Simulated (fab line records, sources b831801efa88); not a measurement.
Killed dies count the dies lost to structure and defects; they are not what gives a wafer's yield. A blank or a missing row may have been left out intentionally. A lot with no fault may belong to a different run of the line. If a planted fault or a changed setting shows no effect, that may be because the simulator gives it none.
Matching of chambers    flow sky130    pecvd-04 running SKY_CAPM_CVD_00: 3 sister chambers
The step deposits SiO2, target thk 15.5 nm. 20 wafers are shown with their chamber, then 10 later ones without.

== WAFERS PAIRED WITH THEIR CHAMBERS ==
wafer   chamber  heater_power_w (W)
L074.2  2        944
L074.3  1        679
L074.4  0        664
L075.3  1        693
L075.5  0        731
L075.6  2        950
L077.1  1        692
L077.3  2        990
L077.5  2        986
L078.2  1        602
L078.4  1        582
L078.5  2        980
L080.1  2        952
L080.3  1        649
L080.5  1        643
L081.1  1        706
L081.2  0        673
L081.4  2        981
L086.4  0        741
L086.5  1        677

SIGNATURES (averages over the wafers above)
reading         chamber 0  chamber 1  chamber 2  scatter within a chamber
heater_power_w  702.25     658.11     969.00     35.7
Rule: a wafer's distance from a chamber is the root of the sum, over the readings, of the square of ((its reading less the chamber's mean) divided by the reading's scatter). If the next closest chamber is less than 2 further off than the closest, the wafer can't be placed; otherwise it belongs to the closest. The scatter is the square root of a quotient: the sum, over the shown wafers, of each reading's squared deviation from its chamber's mean, divided by wafers minus chambers.

== WAFERS WITH NO CHAMBER GIVEN ==
wafer   heater_power_w (W)
L086.6  913
L089.1  624
L089.4  717
L089.6  947
L094.2  830
L094.3  760
L094.6  746
L095.1  650
L095.4  921
L095.5  639

== THE CHAMBER EACH PASSED THROUGH ==
wafer   from the rows above           in truth
L086.6  2                             2
L089.1  can't be placed: 1 or 0       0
L089.4  can't be placed: 0 or 1       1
L089.6  2                             2
L094.2  can't be placed: 0 or 2 or 1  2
L094.3  can't be placed: 0 or 1       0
L094.6  can't be placed: 0 or 1       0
L095.1  can't be placed: 1 or 0       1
L095.4  2                             2
L095.5  can't be placed: 1 or 0       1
Placed correctly: 3 of 10. These rows do not allow placing 7 (true chamber among the candidates in 7). Wrongly placed: 0.
